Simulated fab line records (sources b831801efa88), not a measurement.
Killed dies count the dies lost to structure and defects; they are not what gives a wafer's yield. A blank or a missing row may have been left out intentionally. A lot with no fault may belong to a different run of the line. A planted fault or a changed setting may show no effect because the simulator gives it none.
The tool behind it: which one?	flow gf180mcu	Sampling: 24 lots, 72 wafers, 6 of 602 route steps

## WHAT THE GAUGES READ, wafer by wafer
GF_PASSIVATION_THK_MEAS_01. Usual: PASSIVATION_CVD_00_THK gives 1001 nm (standard deviation 13).
lot	measured	on	PASSIVATION_CVD_00_THK (nm)	flag
L074	day 28 13:29	film metro-03	989 1000 1011	
L075	day 29 08:39	film metro-03	987 1001 988	
L077	day 29 19:19	film metro-04	990 995 988	
L076	day 30 01:53	film metro-01	979 989 999	
L078	day 30 06:17	film metro-01	973 993 996	
L079	day 30 10:47	film metro-03	996 982 1021	
L080	day 30 22:47	film metro-04	1002 998 1014	
L082	day 31 13:20	film metro-01	980 997 1015	
L081	day 31 14:53	film metro-03	995 981 1005	
L084	day 31 17:07	film metro-03	1002 1018 1007	
L083	day 31 19:28	film metro-01	1008 990 1001	
L085	day 31 22:50	film metro-03	981 997 1009	
L086	day 32 07:49	film metro-03	1001 1004 1016	
L087	day 32 15:18	film metro-03	1001 1016 1018	
L088	day 32 18:56	film metro-01	1024 1019 1024	
L089	day 33 01:26	film metro-01	996 1000 984	
L090	day 33 10:56	film metro-04	998 1007 995	
L091	day 33 11:35	film metro-04	995 985 1021	
L092	day 34 01:04	film metro-04	1001 997 1012	
L093	day 34 03:53	film metro-03	998 1002 1014	
L094	day 34 07:07	film metro-03	993 1012 1012	
L095	day 34 11:29	film metro-01	981 1009 998	
L096	day 34 16:47	film metro-04	979 998 1007	
L097	day 34 21:50	film metro-04	997 998 1015	

## WHICH TOOL RAN EACH LOT (tool, then ch and the chambers of the sampled wafers, then the start)
lot	GF_M2_SPUTTER_00	GF_V2_CMP_26	GF_V3_ETCH_17	GF_MIM_STRIP_20	GF_TOP_METAL_STRIP_17
L074	pvd sputter-02, day 18 09:46	cmp-02 ch 1,2, day 20 14:13	rie diel-03 ch 0,1,3, day 25 17:30 or earlier	plasma asher-02 ch 0,1, day 25 17:30	plasma asher-03 ch 0,1, day 28 12:51
L075	pvd sputter-03, day 19 09:34	cmp-01 ch 1,2, day 21 14:01	rie diel-04 ch 0,1, day 26 14:37 or earlier	plasma asher-02 ch 0,1, day 26 14:37	plasma asher-04 ch 0,1, day 29 08:00
L077	pvd sputter-03, day 20 01:20	cmp-02 ch 2,3, day 22 04:37	rie diel-01 ch 1,2,3, day 27 02:44 or earlier	plasma asher-01 ch 1, day 27 02:44	plasma asher-03 ch 0,1, day 29 18:39
L076	pvd sputter-04, day 20 06:17	cmp-01 ch 0,3, day 22 09:21	rie diel-03 ch 0,3, day 27 09:10 or earlier	plasma asher-02 ch 0,1, day 27 09:10	plasma asher-04 ch 0,1, day 30 01:17
L078	pvd sputter-04, day 20 13:16	cmp-02 ch 2,3, day 22 16:17	rie diel-01 ch 1,2,3, day 27 13:43 or earlier	plasma asher-01 ch 0,1, day 27 13:43	plasma asher-04 ch 1, day 30 05:41
L079	pvd sputter-04, day 20 18:32	cmp-01 ch 0,2,3, day 22 20:08	rie diel-03 ch 1,2, day 27 19:20 or earlier	plasma asher-02 ch 0,1, day 27 19:20	plasma asher-02 ch 0,1, day 30 10:11
L080	pvd sputter-04, day 21 08:15	cmp-02 ch 0,1,2, day 23 11:10	rie diel-04 ch 1,2,3, day 28 08:22 or earlier	plasma asher-01 ch 0,1, day 28 08:22	plasma asher-02 ch 0,1, day 30 22:09
L082	pvd sputter-02, day 22 07:33	cmp-02 ch 2,3, day 24 07:10	rie diel-04 ch 0,1, day 29 00:36 or earlier	plasma asher-03 ch 0,1, day 29 00:36	plasma asher-02 ch 0,1, day 31 12:39
L081	pvd sputter-04, day 22 07:41	cmp-01 ch 2,3, day 24 08:16	rie diel-04 ch 0,1,2, day 29 01:58 or earlier	plasma asher-02 ch 0,1, day 29 01:58	plasma asher-04 ch 1, day 31 14:12
L084	pvd sputter-02, day 22 09:48	cmp-01 ch 0,1,2, day 24 12:02	rie diel-03 ch 0,2,3, day 29 05:55 or earlier	plasma asher-02 ch 0,1, day 29 05:55	plasma asher-02 ch 0, day 31 16:29
L083	pvd sputter-03, day 22 12:24	cmp-02 ch 1,2,3, day 24 13:44	rie diel-04 ch 1,2, day 29 06:36 or earlier	plasma asher-03 ch 0,1, day 29 06:36	plasma asher-02 ch 0,1, day 31 18:50
L085	pvd sputter-04, day 22 17:04	cmp-01 ch 0,2, day 24 17:40	rie diel-03 ch 0,2, day 29 10:04 or earlier	plasma asher-01 ch 0,1, day 29 10:04	plasma asher-04 ch 0,1, day 31 22:12
L086	pvd sputter-04, day 23 08:10	cmp-01 ch 1,2, day 25 08:03	rie diel-03 ch 0,1,2, day 29 21:54 or earlier	plasma asher-03 ch 0,1, day 29 21:54	plasma asher-03 ch 0,1, day 32 07:12
L087	pvd sputter-04, day 23 11:51	cmp-01 ch 0,1, day 25 12:04	rie diel-01 ch 0,3, day 30 03:25 or earlier	plasma asher-02 ch 0,1, day 30 03:25	plasma asher-04 ch 0,1, day 32 14:39
L088	pvd sputter-03, day 23 19:19	cmp-01 ch 0,1,3, day 25 18:25	rie diel-01 ch 0,1, day 30 08:51 or earlier	plasma asher-02 ch 0,1, day 30 08:51	plasma asher-04 ch 0,1, day 32 18:19
L089	pvd sputter-04, day 24 05:56	cmp-01 ch 0,2,3, day 26 04:56	rie diel-01 ch 0,1,2, day 30 15:40 or earlier	plasma asher-03 ch 0,1, day 30 15:40	plasma asher-04 ch 0,1, day 33 00:50
L090	pvd sputter-02, day 24 15:10	cmp-01 ch 1,2,3, day 26 14:17	rie diel-01 ch 1,2,3, day 31 02:04 or earlier	plasma asher-02 ch 0,1, day 31 02:04	plasma asher-02 ch 0,1, day 33 10:20
L091	pvd sputter-04, day 24 16:02	cmp-02 ch 0,2,3, day 26 14:49	rie diel-03 ch 0,3, day 31 03:25 or earlier	plasma asher-01 ch 0,1, day 31 03:25	plasma asher-02 ch 0,1, day 33 10:59
L092	pvd sputter-04, day 25 10:10	cmp-02 ch 1,2,3, day 27 09:09	rie diel-04 ch 1,2,3, day 31 18:13 or earlier	plasma asher-02 ch 0,1, day 31 18:13	plasma asher-02 ch 0,1, day 34 00:27
L093	pvd sputter-02, day 25 13:22	cmp-01 ch 2,3, day 27 12:14	rie diel-01 ch 0,1,3, day 31 19:51 or earlier	plasma asher-01 ch 0,1, day 31 19:51	plasma asher-03 ch 0,1, day 34 02:56
L094	pvd sputter-03, day 25 20:07	cmp-02 ch 0,1,2, day 27 17:40	rie diel-01 ch 0,3, day 32 00:10 or earlier	plasma asher-03 ch 0,1, day 32 00:10	plasma asher-02 ch 0,1, day 34 06:24
L095	pvd sputter-03, day 26 06:29	cmp-02 ch 1,2, day 28 03:34	rie diel-03 ch 0,2,3, day 32 06:31 or earlier	plasma asher-02 ch 0,1, day 32 06:31	plasma asher-02 ch 0,1, day 34 10:29
L096	pvd sputter-02, day 26 12:19	cmp-01 ch 0,1,3, day 28 08:56	rie diel-04 ch 0,3, day 32 12:22 or earlier	plasma asher-03 ch 0,1, day 32 12:22	plasma asher-04 ch 0,1, day 34 16:11
L097	pvd sputter-03, day 26 17:10	cmp-02 ch 1,3, day 28 13:29	rie diel-03 ch 0,1,2, day 32 17:48 or earlier	plasma asher-03 ch 0,1, day 32 17:48	plasma asher-02 ch 1, day 34 21:12
- GF_M2_SPUTTER_00: material Ti, target thk 37.5 nm, time 150 s.
- GF_V2_CMP_26: polishes, stops on SiO2, t overpolish 15 s, target thk 0 nm.
- GF_V3_ETCH_17: etches SiO2 in C4F8/O2/Ar, stops on TiN, target depth 635 nm.
- GF_MIM_STRIP_20: strips in O2/N2.
- GF_TOP_METAL_STRIP_17: strips in O2/N2.

## AS READ BY THE TOOLS THEMSELVES (means over the sampled wafers that have a number; for cases with no such wafer, the mark the record gives instead)
GF_M2_SPUTTER_00. Usual: throttle valve pct reads 30.3 % (standard deviation 1.2).
lot	tool	throttle valve pct (%)	flag
L074	pvd sputter-02	30.0	
L075	pvd sputter-03	29.9	
L077	pvd sputter-03	31.3	
L076	pvd sputter-04	29.4	
L078	pvd sputter-04	30.5	
L079	pvd sputter-04	29.5	
L080	pvd sputter-04	29.8	
L082	pvd sputter-02	30.6	
L081	pvd sputter-04	29.6	
L084	pvd sputter-02	30.9	
L083	pvd sputter-03	32.2	
L085	pvd sputter-04	29.9	
L086	pvd sputter-04	29.8	
L087	pvd sputter-04	30.4	
L088	pvd sputter-03	32.7	
L089	pvd sputter-04	29.7	
L090	pvd sputter-02	30.5	
L091	pvd sputter-04	29.5	
L092	pvd sputter-04	29.9	
L093	pvd sputter-02	30.5	
L094	pvd sputter-03	29.8	
L095	pvd sputter-03	30.6	
L096	pvd sputter-02	30.5	
L097	pvd sputter-03	29.7	

GF_V2_CMP_26. Usual: motor current A 10.8 A, standard deviation 1; overpolish run s 15.000 s, standard deviation 0.0089; time to endpoint s 84 s, standard deviation 3.6.
lot	tool	motor current A (A)	overpolish run s (s)	time to endpoint s (s)	flag
L074	cmp-02	10.1	14.996	80	
L075	cmp-01	10.9	15.001	86	
L077	cmp-02	9.5	15.008	85	
L076	cmp-01	10.5	15.000	86	
L078	cmp-02	10.3	15.000	84	
L079	cmp-01	10.8	14.999	85	
L080	cmp-02	10.5	14.998	86	
L082	cmp-02	9.9	15.015	84	
L081	cmp-01	10.9	15.002	84	
L084	cmp-01	10.7	15.005	85	
L083	cmp-02	10.4	14.997	84	
L085	cmp-01	10.2	14.999	80	
L086	cmp-01	10.5	14.997	83	
L087	cmp-01	10.8	14.990	83	
L088	cmp-01	11.4	14.990	88	
L089	cmp-01	10.7	14.990	84	
L090	cmp-01	10.9	15.000	86	
L091	cmp-02	10.5	15.005	89	
L092	cmp-02	10.3	14.999	79	
L093	cmp-01	11.5	15.002	81	
L094	cmp-02	10.7	15.006	86	
L095	cmp-02	10.0	15.001	82	
L096	cmp-01	11.1	14.995	82	
L097	cmp-02	11.1	15.000	85	

GF_V3_ETCH_17. Usual: oes product au reads 0.856 a.u. (standard deviation 0.005).
lot	tool	oes product au (a.u.)	flag
L074	rie diel-03	0.855	
L075	rie diel-04	0.849	
L077	rie diel-01	0.853	
L076	rie diel-03	0.857	
L078	rie diel-01	0.857	
L079	rie diel-03	0.856	
L080	rie diel-04	0.856	
L082	rie diel-04	0.859	
L081	rie diel-04	0.853	
L084	rie diel-03	0.860	
L083	rie diel-04	0.858	
L085	rie diel-03	0.852	
L086	rie diel-03	0.857	
L087	rie diel-01	0.856	
L088	rie diel-01	0.858	
L089	rie diel-01	0.857	
L090	rie diel-01	0.856	
L091	rie diel-03	0.854	
L092	rie diel-04	0.857	
L093	rie diel-01	0.857	
L094	rie diel-01	0.859	
L095	rie diel-03	0.853	
L096	rie diel-04	0.856	
L097	rie diel-03	0.857	

GF_MIM_STRIP_20. Usual: drypump motor current A 5.7 A, standard deviation 0.37; heater power w 335 W, standard deviation 31; oes product au 0.692 a.u., standard deviation 0.0049; platen temp c 249.99 C, standard deviation 0.17; strip time to endpoint s 11.22 s, standard deviation 0.049.
lot	tool	drypump motor current A (A)	heater power w (W)	oes product au (a.u.)	platen temp c (C)	strip time to endpoint s (s)	flag
L074	plasma asher-02	5.7	330	0.687	249.82	11.24	
L075	plasma asher-02	5.7	325	0.691	249.96	11.25	
L077	plasma asher-01	5.7	360	0.692	249.79	11.26	
L076	plasma asher-02	5.7	327	0.691	249.85	11.20	
L078	plasma asher-01	5.9	327	0.692	249.93	11.25	
L079	plasma asher-02	5.7	323	0.692	249.88	11.24	
L080	plasma asher-01	5.8	329	0.694	250.23	11.19	
L082	plasma asher-03	5.6	370	0.695	249.86	11.25	
L081	plasma asher-02	5.7	328	0.688	249.90	11.16	
L084	plasma asher-02	5.8	326	0.692	249.99	11.16	
L083	plasma asher-03	5.2	331	0.693	250.04	11.18	
L085	plasma asher-01	5.8	342	0.687	249.84	11.22	
L086	plasma asher-03	5.2	334	0.689	250.12	11.16	
L087	plasma asher-02	5.7	325	0.695	250.04	11.19	
L088	plasma asher-02	5.8	327	0.686	249.88	11.24	
L089	plasma asher-03	5.6	372	0.691	249.87	11.25	
L090	plasma asher-02	5.7	325	0.694	249.92	11.24	
L091	plasma asher-01	5.8	341	0.692	250.01	11.19	
L092	plasma asher-02	5.6	325	0.694	250.02	11.27	
L093	plasma asher-01	5.8	325	0.694	249.95	11.25	
L094	plasma asher-03	5.5	364	0.695	250.11	11.25	
L095	plasma asher-02	5.8	328	0.696	250.11	11.27	
L096	plasma asher-03	5.2	330	0.690	250.08	11.22	
L097	plasma asher-03	5.2	333	0.689	250.15	11.21	

GF_TOP_METAL_STRIP_17. Usual: drypump motor current A 5.5 A, standard deviation 0.36; heater power w 346 W, standard deviation 31; oes product au 0.711 a.u., standard deviation 0.0045; platen temp c 250.00 C, standard deviation 0.19; strip time to endpoint s 12.88 s, standard deviation 0.079.
lot	tool	drypump motor current A (A)	heater power w (W)	oes product au (a.u.)	platen temp c (C)	strip time to endpoint s (s)	flag
L074	plasma asher-03	5.6	368	0.708	250.01	12.87	
L075	plasma asher-04	5.4	375	0.716	249.88	12.92	
L077	plasma asher-03	5.2	328	0.713	249.97	12.98	
L076	plasma asher-04	5.3	362	0.713	250.17	12.94	
L078	plasma asher-04	5.6	386	0.706	250.10	12.84	
L079	plasma asher-02	5.8	329	0.712	250.34	12.92	
L080	plasma asher-02	5.8	322	0.715	249.82	12.85	
L082	plasma asher-02	5.7	323	0.709	250.04	12.92	
L081	plasma asher-04	5.6	382	0.706	249.84	12.86	
L084	plasma asher-02	5.6	325	0.713	250.13	12.81	
L083	plasma asher-02	5.7	326	0.709	249.95	12.83	
L085	plasma asher-04	5.4	378	0.711	250.11	12.87	
L086	plasma asher-03	5.2	333	0.711	249.80	12.99	
L087	plasma asher-04	5.3	364	0.709	249.91	13.02	
L088	plasma asher-04	5.4	374	0.711	250.07	12.84	
L089	plasma asher-04	5.3	367	0.712	249.95	12.98	
L090	plasma asher-02	5.7	326	0.712	250.04	12.83	
L091	plasma asher-02	5.7	320	0.709	249.93	12.85	
L092	plasma asher-02	5.7	328	0.711	250.14	12.77	
L093	plasma asher-03	5.6	364	0.712	249.80	12.85	
L094	plasma asher-02	5.7	325	0.710	249.94	12.88	
L095	plasma asher-02	5.7	327	0.709	250.05	12.90	
L096	plasma asher-04	5.5	377	0.711	250.12	12.80	
L097	plasma asher-02	5.9	328	0.715	249.95	12.87	

## THE ANSWER, worked out from the rows above alone
Rule: a lot counts as off when the mean over its wafers that have a number is more than 3 standard deviations away from the usual mean. Also off: a lot with no number at a reading for which 4 or more lots have one. The other lots that the step has rows for count as sound. Order of review: gauges by route order, followed by the tools' own readings, for which a lot's mean as printed above is used. The first step at which some lot is off is used, and at that step the reading that is off furthest; a lot without a number counts as furthest.
None of the lots is off at any reading shown; this tells nothing.

## WHAT THE SIMULATOR HAD INSERTED
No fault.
